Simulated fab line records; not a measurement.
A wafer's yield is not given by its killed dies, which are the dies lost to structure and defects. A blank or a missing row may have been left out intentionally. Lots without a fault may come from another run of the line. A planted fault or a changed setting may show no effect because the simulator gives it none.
Which tool was responsible? :: flow gf180mcu :: 72 wafers from 24 lots sampled at 6 of the route's 602 steps

== WHAT EACH GAUGE READ, for each wafer ==
GF_V1_CD_MEAS_14: target cd 260 nm. Usual: cd_nm 260.3 nm, standard deviation 1.4.
lot: L074
measured: day 18 16:20
on: cd_sem-02
cd_nm (nm): 262.2 263.2 262.5
flag: 

lot: L075
measured: day 19 04:52
on: cd_sem-01
cd_nm (nm): 259.9 260.1 260.2
flag: 

lot: L076
measured: day 19 10:26
on: cd_sem-01
cd_nm (nm): 259.5 260.9 261.7
flag: 

lot: L077
measured: day 19 14:36
on: cd_sem-02
cd_nm (nm): 259.1 258.9 258.7
flag: 

lot: L079
measured: day 19 20:15
on: cd_sem-02
cd_nm (nm): 257.4 259.3 258.3
flag: 

lot: L078
measured: day 20 00:17
on: cd_sem-01
cd_nm (nm): 260.0 261.0 259.9
flag: 

lot: L080
measured: day 20 13:04
on: cd_sem-02
cd_nm (nm): 261.0 260.8 260.9
flag: 

lot: L081
measured: day 20 21:56
on: cd_sem-02
cd_nm (nm): 261.1 262.5 262.0
flag: 

lot: L082
measured: day 21 04:39
on: cd_sem-02
cd_nm (nm): 260.1 260.5 259.9
flag: 

lot: L083
measured: day 21 08:28
on: cd_sem-02
cd_nm (nm): 257.9 257.7 257.2
flag: 

lot: L084
measured: day 22 02:39
on: cd_sem-01
cd_nm (nm): 259.1 260.6 259.2
flag: 

lot: L085
measured: day 22 12:42
on: cd_sem-01
cd_nm (nm): 259.8 260.3 260.1
flag: 

lot: L086
measured: day 22 19:44
on: cd_sem-02
cd_nm (nm): 259.3 258.7 259.1
flag: 

lot: L087
measured: day 23 01:17
on: cd_sem-01
cd_nm (nm): 261.5 262.9 262.4
flag: 

lot: L088
measured: day 23 06:47
on: cd_sem-01
cd_nm (nm): 259.7 258.7 259.8
flag: 

lot: L089
measured: day 23 19:27
on: cd_sem-01
cd_nm (nm): 260.7 260.7 260.9
flag: 

lot: L090
measured: day 24 00:15
on: cd_sem-02
cd_nm (nm): 260.8 261.9 261.4
flag: 

lot: L091
measured: day 24 11:36
on: cd_sem-02
cd_nm (nm): 259.3 258.9 260.4
flag: 

lot: L092
measured: day 24 11:57
on: cd_sem-01
cd_nm (nm): 261.1 261.0 260.7
flag: 

lot: L093
measured: day 25 02:14
on: cd_sem-02
cd_nm (nm): 259.7 260.2 259.5
flag: 

lot: L094
measured: day 25 07:20
on: cd_sem-01
cd_nm (nm): 261.1 261.0 260.1
flag: 

lot: L095
measured: day 25 16:02
on: cd_sem-02
cd_nm (nm): 258.7 257.5 258.4
flag: 

lot: L096
measured: day 25 21:19
on: cd_sem-01
cd_nm (nm): 261.2 262.0 261.0
flag: 

lot: L097
measured: day 26 03:53
on: cd_sem-01
cd_nm (nm): 262.1 260.4 261.9
flag: 

GF_PASSIVATION_THK_MEAS_03. Usual: for PASSIVATION_CVD_02_THK the level is 700 nm and the standard deviation is 8.4.
lot: L074
measured: day 28 16:08
on: film_metro-03
PASSIVATION_CVD_02_THK (nm): 700 717 702
flag: 

lot: L075
measured: day 29 00:20
on: film_metro-03
PASSIVATION_CVD_02_THK (nm): 685 695 703
flag: 

lot: L076
measured: day 29 05:29
on: film_metro-04
PASSIVATION_CVD_02_THK (nm): 692 700 704
flag: 

lot: L077
measured: day 29 09:51
on: film_metro-02
PASSIVATION_CVD_02_THK (nm): 699 707 710
flag: 

lot: L079
measured: day 29 14:17
on: film_metro-04
PASSIVATION_CVD_02_THK (nm): 688 696 710
flag: 

lot: L078
measured: day 29 17:24
on: film_metro-02
PASSIVATION_CVD_02_THK (nm): 693 706 703
flag: 

lot: L080
measured: day 30 02:11
on: film_metro-04
PASSIVATION_CVD_02_THK (nm): 707 704 711
flag: 

lot: L081
measured: day 30 11:35
on: film_metro-02
PASSIVATION_CVD_02_THK (nm): 693 705 708
flag: 

lot: L082
measured: day 30 13:00
on: film_metro-04
PASSIVATION_CVD_02_THK (nm): 700 702 706
flag: 

lot: L083
measured: day 30 16:41
on: film_metro-03
PASSIVATION_CVD_02_THK (nm): 688 689 707
flag: 

lot: L084
measured: day 31 07:08
on: film_metro-02
PASSIVATION_CVD_02_THK (nm): 693 686 700
flag: 

lot: L085
measured: day 31 14:10
on: film_metro-02
PASSIVATION_CVD_02_THK (nm): 680 689 705
flag: 

lot: L086
measured: day 31 20:55
on: film_metro-03
PASSIVATION_CVD_02_THK (nm): 700 708 713
flag: 

lot: L087
measured: day 32 00:11
on: film_metro-03
PASSIVATION_CVD_02_THK (nm): 688 710 710
flag: 

lot: L088
measured: day 32 03:44
on: film_metro-04
PASSIVATION_CVD_02_THK (nm): 696 691 702
flag: 

lot: L089
measured: day 32 17:25
on: film_metro-04
PASSIVATION_CVD_02_THK (nm): 691 707 705
flag: 

lot: L090
measured: day 32 18:08
on: film_metro-02
PASSIVATION_CVD_02_THK (nm): 702 712 704
flag: 

lot: L091
measured: day 33 01:24
on: film_metro-02
PASSIVATION_CVD_02_THK (nm): 692 690 693
flag: 

lot: L092
measured: day 33 01:52
on: film_metro-02
PASSIVATION_CVD_02_THK (nm): 695 697 708
flag: 

lot: L093
measured: day 33 13:26
on: film_metro-02
PASSIVATION_CVD_02_THK (nm): 704 692 718
flag: 

lot: L094
measured: day 33 15:53
on: film_metro-02
PASSIVATION_CVD_02_THK (nm): 703 713 710
flag: 

lot: L095
measured: day 34 00:59
on: film_metro-04
PASSIVATION_CVD_02_THK (nm): 700 703 698
flag: 

lot: L096
measured: day 34 04:13
on: film_metro-04
PASSIVATION_CVD_02_THK (nm): 706 715 709
flag: 

lot: L097
measured: day 34 06:41
on: film_metro-04
PASSIVATION_CVD_02_THK (nm): 695 707 711
flag: 

== WHAT TOOL EACH LOT RAN ON (gives the tool, then ch and the chambers of the sampled wafers, and finally the start) ==
lot: L074
GF_V1_CVD_23: cvd_w-01 ch 1, day 18 17:15
GF_V3_ETCH_16: rie_diel-01 ch 0,1,3, day 22 22:45
GF_V4_SPUTTER_22: pvd_sputter-03, day 24 23:37
GF_M5_STRIP_11: plasma_asher-01 ch 1, day 26 19:32

lot: L075
GF_V1_CVD_23: cvd_w-02 ch 0,1, day 19 05:46
GF_V3_ETCH_16: rie_diel-01 ch 0,1,3, day 23 11:11
GF_V4_SPUTTER_22: pvd_sputter-03, day 25 11:08
GF_M5_STRIP_11: plasma_asher-04 ch 0,1, day 27 06:05

lot: L076
GF_V1_CVD_23: cvd_w-02 ch 0,1, day 19 11:21
GF_V3_ETCH_16: rie_diel-02 ch 0,2,3, day 23 15:38
GF_V4_SPUTTER_22: pvd_sputter-03, day 25 15:22
GF_M5_STRIP_11: plasma_asher-03 ch 0,1, day 27 10:26

lot: L077
GF_V1_CVD_23: cvd_w-02 ch 0, day 19 15:31
GF_V3_ETCH_16: rie_diel-02 ch 1,2,3, day 23 19:14
GF_V4_SPUTTER_22: pvd_sputter-03, day 25 18:28
GF_M5_STRIP_11: plasma_asher-03 ch 0,1, day 27 15:31

lot: L079
GF_V1_CVD_23: cvd_w-02 ch 0,1, day 19 21:09
GF_V3_ETCH_16: rie_diel-01 ch 1,2, day 24 01:03
GF_V4_SPUTTER_22: pvd_sputter-03, day 26 00:31
GF_M5_STRIP_11: plasma_asher-03 ch 0,1, day 27 18:29

lot: L078
GF_V1_CVD_23: cvd_w-02 ch 0,1, day 20 01:12
GF_V3_ETCH_16: rie_diel-01 ch 0,2, day 24 05:18
GF_V4_SPUTTER_22: pvd_sputter-03, day 26 04:49
GF_M5_STRIP_11: plasma_asher-03 ch 0, day 27 22:14

lot: L080
GF_V1_CVD_23: cvd_w-01 ch 0,1, day 20 14:01
GF_V3_ETCH_16: rie_diel-02 ch 0,1,2, day 24 16:07
GF_V4_SPUTTER_22: pvd_sputter-02, day 26 14:26
GF_M5_STRIP_11: plasma_asher-01 ch 0,1, day 28 08:25

lot: L081
GF_V1_CVD_23: cvd_w-02 ch 0,1, day 20 22:53
GF_V3_ETCH_16: rie_diel-01 ch 0,2, day 25 00:45
GF_V4_SPUTTER_22: pvd_sputter-04, day 26 22:09
GF_M5_STRIP_11: plasma_asher-04 ch 0,1, day 28 16:28

lot: L082
GF_V1_CVD_23: cvd_w-02 ch 0,1, day 21 05:34
GF_V3_ETCH_16: rie_diel-01 ch 0,2, day 25 06:15
GF_V4_SPUTTER_22: pvd_sputter-03, day 27 03:14
GF_M5_STRIP_11: plasma_asher-01 ch 0,1, day 28 18:05

lot: L083
GF_V1_CVD_23: cvd_w-01 ch 0,1, day 21 09:22
GF_V3_ETCH_16: rie_diel-01 ch 0,2,3, day 25 09:24
GF_V4_SPUTTER_22: pvd_sputter-04, day 27 06:55
GF_M5_STRIP_11: plasma_asher-01 ch 0,1, day 28 22:14

lot: L084
GF_V1_CVD_23: cvd_w-01 ch 0,1, day 22 03:33
GF_V3_ETCH_16: rie_diel-03 ch 0,1,3, day 26 01:21
GF_V4_SPUTTER_22: pvd_sputter-03, day 27 21:52
GF_M5_STRIP_11: plasma_asher-03 ch 0,1, day 29 14:02

lot: L085
GF_V1_CVD_23: cvd_w-02 ch 1, day 22 13:37
GF_V3_ETCH_16: rie_diel-01 ch 0,2,3, day 26 09:44
GF_V4_SPUTTER_22: pvd_sputter-03, day 28 05:50
GF_M5_STRIP_11: plasma_asher-03 ch 0,1, day 29 21:52

lot: L086
GF_V1_CVD_23: cvd_w-01 ch 0,1, day 22 20:41
GF_V3_ETCH_16: rie_diel-03 ch 2,3, day 26 16:56
GF_V4_SPUTTER_22: pvd_sputter-03, day 28 14:31
GF_M5_STRIP_11: plasma_asher-03 ch 0,1, day 30 06:15

lot: L087
GF_V1_CVD_23: cvd_w-01 ch 0, day 23 02:17
GF_V3_ETCH_16: rie_diel-02 ch 1,2, day 26 22:26
GF_V4_SPUTTER_22: pvd_sputter-02, day 28 17:37
GF_M5_STRIP_11: plasma_asher-01 ch 0,1, day 30 09:29

lot: L088
GF_V1_CVD_23: cvd_w-01 ch 0, day 23 07:44
GF_V3_ETCH_16: rie_diel-03 ch 1,3, day 27 03:20
GF_V4_SPUTTER_22: pvd_sputter-04, day 28 21:26
GF_M5_STRIP_11: plasma_asher-04 ch 0,1, day 30 12:58

lot: L089
GF_V1_CVD_23: cvd_w-01 ch 0,1, day 23 20:24
GF_V3_ETCH_16: rie_diel-02 ch 0,1,2, day 27 16:05
GF_V4_SPUTTER_22: pvd_sputter-02, day 29 12:38
GF_M5_STRIP_11: plasma_asher-04 ch 0,1, day 31 03:05

lot: L090
GF_V1_CVD_23: cvd_w-02 ch 0,1, day 24 01:31
GF_V3_ETCH_16: rie_diel-03 ch 0,2,3, day 27 17:11
GF_V4_SPUTTER_22: pvd_sputter-03, day 29 13:25
GF_M5_STRIP_11: plasma_asher-04 ch 0,1, day 31 04:13

lot: L091
GF_V1_CVD_23: cvd_w-01 ch 0, day 24 12:52
GF_V3_ETCH_16: rie_diel-02 ch 0,1,2, day 28 02:35
GF_V4_SPUTTER_22: pvd_sputter-02, day 29 22:07
GF_M5_STRIP_11: plasma_asher-03 ch 0, day 31 12:02

lot: L092
GF_V1_CVD_23: cvd_w-02 ch 0,1, day 24 12:56
GF_V3_ETCH_16: rie_diel-01 ch 0,1,3, day 28 03:48
GF_V4_SPUTTER_22: pvd_sputter-04, day 29 22:16
GF_M5_STRIP_11: plasma_asher-04 ch 0,1, day 31 12:23

lot: L093
GF_V1_CVD_23: cvd_w-02 ch 0,1, day 25 03:09
GF_V3_ETCH_16: rie_diel-01 ch 0,1,3, day 28 17:36
GF_V4_SPUTTER_22: pvd_sputter-03, day 30 11:55
GF_M5_STRIP_11: plasma_asher-04 ch 0,1, day 31 23:53

lot: L094
GF_V1_CVD_23: cvd_w-01 ch 0,1, day 25 08:15
GF_V3_ETCH_16: rie_diel-02 ch 0,1,3, day 28 20:48
GF_V4_SPUTTER_22: pvd_sputter-04, day 30 14:34
GF_M5_STRIP_11: plasma_asher-03 ch 0,1, day 32 03:05

lot: L095
GF_V1_CVD_23: cvd_w-01 ch 0,1, day 25 17:18
GF_V3_ETCH_16: rie_diel-02 ch 1,3, day 29 09:24
GF_V4_SPUTTER_22: pvd_sputter-03, day 31 02:26
GF_M5_STRIP_11: plasma_asher-01 ch 0,1, day 32 13:11

lot: L096
GF_V1_CVD_23: cvd_w-01 ch 0,1, day 25 22:13
GF_V3_ETCH_16: rie_diel-01 ch 0,1,3, day 29 11:59
GF_V4_SPUTTER_22: pvd_sputter-04, day 31 04:59
GF_M5_STRIP_11: plasma_asher-04 ch 0,1, day 32 16:35

lot: L097
GF_V1_CVD_23: cvd_w-01 ch 0,1, day 26 04:48
GF_V3_ETCH_16: rie_diel-03 ch 1,2,3, day 29 16:11
GF_V4_SPUTTER_22: pvd_sputter-03, day 31 09:25
GF_M5_STRIP_11: plasma_asher-04 ch 0,1, day 32 20:10
- GF_V1_CVD_23: deposits W, target thk 350 nm, time 105.05 s.
- GF_V3_ETCH_16: etches BARC in N2/H2.
- GF_V4_SPUTTER_22: material TiN, target thk 10 nm, time 40 s.
- GF_M5_STRIP_11: strips in O2/N2.

== WHAT THE TOOLS THEMSELVES READ (means of the sampled wafers that have a number; where no wafer has one, the mark that the record gives instead) ==
GF_V1_CVD_23. Usual: heater_power_w 732 W, standard deviation 81.
lot: L074
tool: cvd_w-01
heater_power_w (W): 658
flag: 

lot: L075
tool: cvd_w-02
heater_power_w (W): 770
flag: 

lot: L076
tool: cvd_w-02
heater_power_w (W): 826
flag: 

lot: L077
tool: cvd_w-02
heater_power_w (W): 709
flag: 

lot: L079
tool: cvd_w-02
heater_power_w (W): 764
flag: 

lot: L078
tool: cvd_w-02
heater_power_w (W): 812
flag: 

lot: L080
tool: cvd_w-01
heater_power_w (W): 675
flag: 

lot: L081
tool: cvd_w-02
heater_power_w (W): 837
flag: 

lot: L082
tool: cvd_w-02
heater_power_w (W): 817
flag: 

lot: L083
tool: cvd_w-01
heater_power_w (W): 666
flag: 

lot: L084
tool: cvd_w-01
heater_power_w (W): 675
flag: 

lot: L085
tool: cvd_w-02
heater_power_w (W): 885
flag: 

lot: L086
tool: cvd_w-01
heater_power_w (W): 667
flag: 

lot: L087
tool: cvd_w-01
heater_power_w (W): 695
flag: 

lot: L088
tool: cvd_w-01
heater_power_w (W): 699
flag: 

lot: L089
tool: cvd_w-01
heater_power_w (W): 680
flag: 

lot: L090
tool: cvd_w-02
heater_power_w (W): 779
flag: 

lot: L091
tool: cvd_w-01
heater_power_w (W): 688
flag: 

lot: L092
tool: cvd_w-02
heater_power_w (W): 769
flag: 

lot: L093
tool: cvd_w-02
heater_power_w (W): 825
flag: 

lot: L094
tool: cvd_w-01
heater_power_w (W): 687
flag: 

lot: L095
tool: cvd_w-01
heater_power_w (W): 686
flag: 

lot: L096
tool: cvd_w-01
heater_power_w (W): 679
flag: 

lot: L097
tool: cvd_w-01
heater_power_w (W): 684
flag: 

GF_V3_ETCH_16. Usual: chamber_pressure_mTorr 30.000 mTorr, standard deviation 0.029; drypump_motor_current_A 5.6 A, standard deviation 0.52; oes_product_au 0.854 a.u., standard deviation 0.0045; throttle_valve_pct 13.225 %, standard deviation 0.0094.
lot: L074
tool: rie_diel-01
chamber_pressure_mTorr (mTorr): 30.001
drypump_motor_current_A (A): 5.8
oes_product_au (a.u.): 0.855
throttle_valve_pct (%): 13.219
flag: 

lot: L075
tool: rie_diel-01
chamber_pressure_mTorr (mTorr): 29.972
drypump_motor_current_A (A): 5.8
oes_product_au (a.u.): 0.846
throttle_valve_pct (%): 13.216
flag: 

lot: L076
tool: rie_diel-02
chamber_pressure_mTorr (mTorr): 29.984
drypump_motor_current_A (A): 5.8
oes_product_au (a.u.): 0.852
throttle_valve_pct (%): 13.223
flag: 

lot: L077
tool: rie_diel-02
chamber_pressure_mTorr (mTorr): 29.994
drypump_motor_current_A (A): 6.0
oes_product_au (a.u.): 0.851
throttle_valve_pct (%): 13.224
flag: 

lot: L079
tool: rie_diel-01
chamber_pressure_mTorr (mTorr): 30.023
drypump_motor_current_A (A): 5.4
oes_product_au (a.u.): 0.858
throttle_valve_pct (%): 13.225
flag: 

lot: L078
tool: rie_diel-01
chamber_pressure_mTorr (mTorr): 29.974
drypump_motor_current_A (A): 4.9
oes_product_au (a.u.): 0.856
throttle_valve_pct (%): 13.227
flag: 

lot: L080
tool: rie_diel-02
chamber_pressure_mTorr (mTorr): 30.034
drypump_motor_current_A (A): 5.8
oes_product_au (a.u.): 0.853
throttle_valve_pct (%): 13.226
flag: 

lot: L081
tool: rie_diel-01
chamber_pressure_mTorr (mTorr): 30.027
drypump_motor_current_A (A): 5.0
oes_product_au (a.u.): 0.858
throttle_valve_pct (%): 13.230
flag: 

lot: L082
tool: rie_diel-01
chamber_pressure_mTorr (mTorr): 30.007
drypump_motor_current_A (A): 5.0
oes_product_au (a.u.): 0.852
throttle_valve_pct (%): 13.224
flag: 

lot: L083
tool: rie_diel-01
chamber_pressure_mTorr (mTorr): 29.986
drypump_motor_current_A (A): 5.4
oes_product_au (a.u.): 0.858
throttle_valve_pct (%): 13.232
flag: 

lot: L084
tool: rie_diel-03
chamber_pressure_mTorr (mTorr): 30.012
drypump_motor_current_A (A): 5.4
oes_product_au (a.u.): 0.857
throttle_valve_pct (%): 13.236
flag: 

lot: L085
tool: rie_diel-01
chamber_pressure_mTorr (mTorr): 30.002
drypump_motor_current_A (A): 5.4
oes_product_au (a.u.): 0.852
throttle_valve_pct (%): 13.221
flag: 

lot: L086
tool: rie_diel-03
chamber_pressure_mTorr (mTorr): 30.002
drypump_motor_current_A (A): 5.1
oes_product_au (a.u.): 0.851
throttle_valve_pct (%): 13.219
flag: 

lot: L087
tool: rie_diel-02
chamber_pressure_mTorr (mTorr): 29.995
drypump_motor_current_A (A): 5.9
oes_product_au (a.u.): 0.853
throttle_valve_pct (%): 13.220
flag: 

lot: L088
tool: rie_diel-03
chamber_pressure_mTorr (mTorr): 29.996
drypump_motor_current_A (A): 5.5
oes_product_au (a.u.): 0.856
throttle_valve_pct (%): 13.222
flag: 

lot: L089
tool: rie_diel-02
chamber_pressure_mTorr (mTorr): 29.972
drypump_motor_current_A (A): 5.8
oes_product_au (a.u.): 0.857
throttle_valve_pct (%): 13.229
flag: 

lot: L090
tool: rie_diel-03
chamber_pressure_mTorr (mTorr): 29.998
drypump_motor_current_A (A): 5.3
oes_product_au (a.u.): 0.851
throttle_valve_pct (%): 13.224
flag: 

lot: L091
tool: rie_diel-02
chamber_pressure_mTorr (mTorr): 30.005
drypump_motor_current_A (A): 5.8
oes_product_au (a.u.): 0.851
throttle_valve_pct (%): 13.226
flag: 

lot: L092
tool: rie_diel-01
chamber_pressure_mTorr (mTorr): 30.012
drypump_motor_current_A (A): 5.8
oes_product_au (a.u.): 0.856
throttle_valve_pct (%): 13.213
flag: 

lot: L093
tool: rie_diel-01
chamber_pressure_mTorr (mTorr): 30.021
drypump_motor_current_A (A): 5.8
oes_product_au (a.u.): 0.856
throttle_valve_pct (%): 13.227
flag: 

lot: L094
tool: rie_diel-02
chamber_pressure_mTorr (mTorr): 29.997
drypump_motor_current_A (A): 6.0
oes_product_au (a.u.): 0.851
throttle_valve_pct (%): 13.227
flag: 

lot: L095
tool: rie_diel-02
chamber_pressure_mTorr (mTorr): 29.992
drypump_motor_current_A (A): 6.2
oes_product_au (a.u.): 0.857
throttle_valve_pct (%): 13.218
flag: 

lot: L096
tool: rie_diel-01
chamber_pressure_mTorr (mTorr): 30.025
drypump_motor_current_A (A): 5.8
oes_product_au (a.u.): 0.854
throttle_valve_pct (%): 13.229
flag: 

lot: L097
tool: rie_diel-03
chamber_pressure_mTorr (mTorr): 29.998
drypump_motor_current_A (A): 5.3
oes_product_au (a.u.): 0.854
throttle_valve_pct (%): 13.227
flag: 

GF_V4_SPUTTER_22. Usual: chamber_pressure_pa 5.001 Pa, standard deviation 0.0099; throttle_valve_pct 30.3 %, standard deviation 0.84.
lot: L074
tool: pvd_sputter-03
chamber_pressure_pa (Pa): 5.008
throttle_valve_pct (%): 30.4
flag: 

lot: L075
tool: pvd_sputter-03
chamber_pressure_pa (Pa): 4.998
throttle_valve_pct (%): 30.2
flag: 

lot: L076
tool: pvd_sputter-03
chamber_pressure_pa (Pa): 5.003
throttle_valve_pct (%): 30.2
flag: 

lot: L077
tool: pvd_sputter-03
chamber_pressure_pa (Pa): 5.001
throttle_valve_pct (%): 30.4
flag: 

lot: L079
tool: pvd_sputter-03
chamber_pressure_pa (Pa): 4.993
throttle_valve_pct (%): 30.6
flag: 

lot: L078
tool: pvd_sputter-03
chamber_pressure_pa (Pa): 5.002
throttle_valve_pct (%): 30.0
flag: 

lot: L080
tool: pvd_sputter-02
chamber_pressure_pa (Pa): 5.001
throttle_valve_pct (%): 29.1
flag: 

lot: L081
tool: pvd_sputter-04
chamber_pressure_pa (Pa): 5.007
throttle_valve_pct (%): 30.6
flag: 

lot: L082
tool: pvd_sputter-03
chamber_pressure_pa (Pa): 5.005
throttle_valve_pct (%): 30.5
flag: 

lot: L083
tool: pvd_sputter-04
chamber_pressure_pa (Pa): 5.005
throttle_valve_pct (%): 29.6
flag: 

lot: L084
tool: pvd_sputter-03
chamber_pressure_pa (Pa): 5.002
throttle_valve_pct (%): 30.2
flag: 

lot: L085
tool: pvd_sputter-03
chamber_pressure_pa (Pa): 5.001
throttle_valve_pct (%): 30.7
flag: 

lot: L086
tool: pvd_sputter-03
chamber_pressure_pa (Pa): 4.986
throttle_valve_pct (%): 30.8
flag: 

lot: L087
tool: pvd_sputter-02
chamber_pressure_pa (Pa): 4.995
throttle_valve_pct (%): 30.0
flag: 

lot: L088
tool: pvd_sputter-04
chamber_pressure_pa (Pa): 5.009
throttle_valve_pct (%): 31.1
flag: 

lot: L089
tool: pvd_sputter-02
chamber_pressure_pa (Pa): 4.999
throttle_valve_pct (%): 29.2
flag: 

lot: L090
tool: pvd_sputter-03
chamber_pressure_pa (Pa): 5.001
throttle_valve_pct (%): 30.8
flag: 

lot: L091
tool: pvd_sputter-02
chamber_pressure_pa (Pa): 5.001
throttle_valve_pct (%): 29.4
flag: 

lot: L092
tool: pvd_sputter-04
chamber_pressure_pa (Pa): 5.007
throttle_valve_pct (%): 30.0
flag: 

lot: L093
tool: pvd_sputter-03
chamber_pressure_pa (Pa): 4.996
throttle_valve_pct (%): 30.6
flag: 

lot: L094
tool: pvd_sputter-04
chamber_pressure_pa (Pa): 5.002
throttle_valve_pct (%): 29.6
flag: 

lot: L095
tool: pvd_sputter-03
chamber_pressure_pa (Pa): 5.009
throttle_valve_pct (%): 31.1
flag: 

lot: L096
tool: pvd_sputter-04
chamber_pressure_pa (Pa): 4.992
throttle_valve_pct (%): 30.8
flag: 

lot: L097
tool: pvd_sputter-03
chamber_pressure_pa (Pa): 4.992
throttle_valve_pct (%): 30.2
flag: 

GF_M5_STRIP_11. Usual: chamber_pressure_mTorr 1500.1 mTorr, standard deviation 1.4; drypump_motor_current_A 5.9 A, standard deviation 0.47; heater_power_w 321 W, standard deviation 16; oes_product_au 0.543 a.u., standard deviation 0.0047; strip_time_to_endpoint_s 7.52 s, standard deviation 0.044.
lot: L074
tool: plasma_asher-01
chamber_pressure_mTorr (mTorr): 1500.5
drypump_motor_current_A (A): 5.3
heater_power_w (W): 311
oes_product_au (a.u.): 0.542
strip_time_to_endpoint_s (s): 7.47
flag: 

lot: L075
tool: plasma_asher-04
chamber_pressure_mTorr (mTorr): 1500.4
drypump_motor_current_A (A): 5.5
heater_power_w (W): 305
oes_product_au (a.u.): 0.546
strip_time_to_endpoint_s (s): 7.53
flag: 

lot: L076
tool: plasma_asher-03
chamber_pressure_mTorr (mTorr): 1502.5
drypump_motor_current_A (A): 6.3
heater_power_w (W): 331
oes_product_au (a.u.): 0.541
strip_time_to_endpoint_s (s): 7.46
flag: 

lot: L077
tool: plasma_asher-03
chamber_pressure_mTorr (mTorr): 1499.9
drypump_motor_current_A (A): 6.3
heater_power_w (W): 333
oes_product_au (a.u.): 0.540
strip_time_to_endpoint_s (s): 7.48
flag: 

lot: L079
tool: plasma_asher-03
chamber_pressure_mTorr (mTorr): 1500.8
drypump_motor_current_A (A): 6.2
heater_power_w (W): 328
oes_product_au (a.u.): 0.542
strip_time_to_endpoint_s (s): 7.47
flag: 

lot: L078
tool: plasma_asher-03
chamber_pressure_mTorr (mTorr): 1499.4
drypump_motor_current_A (A): 6.4
heater_power_w (W): 334
oes_product_au (a.u.): 0.546
strip_time_to_endpoint_s (s): 7.49
flag: 

lot: L080
tool: plasma_asher-01
chamber_pressure_mTorr (mTorr): 1499.9
drypump_motor_current_A (A): 5.7
heater_power_w (W): 322
oes_product_au (a.u.): 0.544
strip_time_to_endpoint_s (s): 7.49
flag: 

lot: L081
tool: plasma_asher-04
chamber_pressure_mTorr (mTorr): 1500.1
drypump_motor_current_A (A): 5.4
heater_power_w (W): 304
oes_product_au (a.u.): 0.548
strip_time_to_endpoint_s (s): 7.55
flag: 

lot: L082
tool: plasma_asher-01
chamber_pressure_mTorr (mTorr): 1499.7
drypump_motor_current_A (A): 5.7
heater_power_w (W): 321
oes_product_au (a.u.): 0.539
strip_time_to_endpoint_s (s): 7.55
flag: 

lot: L083
tool: plasma_asher-01
chamber_pressure_mTorr (mTorr): 1500.5
drypump_motor_current_A (A): 5.7
heater_power_w (W): 323
oes_product_au (a.u.): 0.543
strip_time_to_endpoint_s (s): 7.50
flag: 

lot: L084
tool: plasma_asher-03
chamber_pressure_mTorr (mTorr): 1500.8
drypump_motor_current_A (A): 6.1
heater_power_w (W): 327
oes_product_au (a.u.): 0.545
strip_time_to_endpoint_s (s): 7.56
flag: 

lot: L085
tool: plasma_asher-03
chamber_pressure_mTorr (mTorr): 1499.7
drypump_motor_current_A (A): 6.2
heater_power_w (W): 331
oes_product_au (a.u.): 0.543
strip_time_to_endpoint_s (s): 7.56
flag: 

lot: L086
tool: plasma_asher-03
chamber_pressure_mTorr (mTorr): 1500.4
drypump_motor_current_A (A): 6.2
heater_power_w (W): 336
oes_product_au (a.u.): 0.544
strip_time_to_endpoint_s (s): 7.58
flag: 

lot: L087
tool: plasma_asher-01
chamber_pressure_mTorr (mTorr): 1499.3
drypump_motor_current_A (A): 5.5
heater_power_w (W): 317
oes_product_au (a.u.): 0.543
strip_time_to_endpoint_s (s): 7.52
flag: 

lot: L088
tool: plasma_asher-04
chamber_pressure_mTorr (mTorr): 1500.1
drypump_motor_current_A (A): 5.4
heater_power_w (W): 308
oes_product_au (a.u.): 0.548
strip_time_to_endpoint_s (s): 7.52
flag: 

lot: L089
tool: plasma_asher-04
chamber_pressure_mTorr (mTorr): 1500.1
drypump_motor_current_A (A): 5.8
heater_power_w (W): 322
oes_product_au (a.u.): 0.543
strip_time_to_endpoint_s (s): 7.54
flag: 

lot: L090
tool: plasma_asher-04
chamber_pressure_mTorr (mTorr): 1500.7
drypump_motor_current_A (A): 5.4
heater_power_w (W): 307
oes_product_au (a.u.): 0.544
strip_time_to_endpoint_s (s): 7.53
flag: 

lot: L091
tool: plasma_asher-03
chamber_pressure_mTorr (mTorr): 1499.9
drypump_motor_current_A (A): 6.4
heater_power_w (W): 336
oes_product_au (a.u.): 0.539
strip_time_to_endpoint_s (s): 7.48
flag: 

lot: L092
tool: plasma_asher-04
chamber_pressure_mTorr (mTorr): 1499.4
drypump_motor_current_A (A): 5.4
heater_power_w (W): 305
oes_product_au (a.u.): 0.543
strip_time_to_endpoint_s (s): 7.53
flag: 

lot: L093
tool: plasma_asher-04
chamber_pressure_mTorr (mTorr): 1501.5
drypump_motor_current_A (A): 5.8
heater_power_w (W): 320
oes_product_au (a.u.): 0.541
strip_time_to_endpoint_s (s): 7.51
flag: 

lot: L094
tool: plasma_asher-03
chamber_pressure_mTorr (mTorr): 1499.8
drypump_motor_current_A (A): 6.1
heater_power_w (W): 328
oes_product_au (a.u.): 0.541
strip_time_to_endpoint_s (s): 7.47
flag: 

lot: L095
tool: plasma_asher-01
chamber_pressure_mTorr (mTorr): 1500.4
drypump_motor_current_A (A): 5.5
heater_power_w (W): 313
oes_product_au (a.u.): 0.544
strip_time_to_endpoint_s (s): 7.54
flag: 

lot: L096
tool: plasma_asher-04
chamber_pressure_mTorr (mTorr): 1498.8
drypump_motor_current_A (A): 5.4
heater_power_w (W): 308
oes_product_au (a.u.): 0.546
strip_time_to_endpoint_s (s): 7.54
flag: 

lot: L097
tool: plasma_asher-04
chamber_pressure_mTorr (mTorr): 1500.7
drypump_motor_current_A (A): 5.8
heater_power_w (W): 317
oes_product_au (a.u.): 0.547
strip_time_to_endpoint_s (s): 7.61
flag: 

== THE ANSWER, worked out from the rows above alone ==
Rule: a lot is off if the mean of its wafers that have a number lies more than 3 standard deviations from the usual mean. A lot without any number at a reading at which 4 lots or more have one is off too. Any other lot the step has rows for is counted as sound. Order of review: gauges by route order, followed by the tools' own readings, for which a lot's mean as printed above is used. At the first step where some lot is off, the reading lying furthest off is the one used; lots without a number count as furthest.
No lot is off on any of the readings shown, so nothing can be concluded from this.

== WHAT HAD BEEN PUT IN BY THE SIMULATOR ==
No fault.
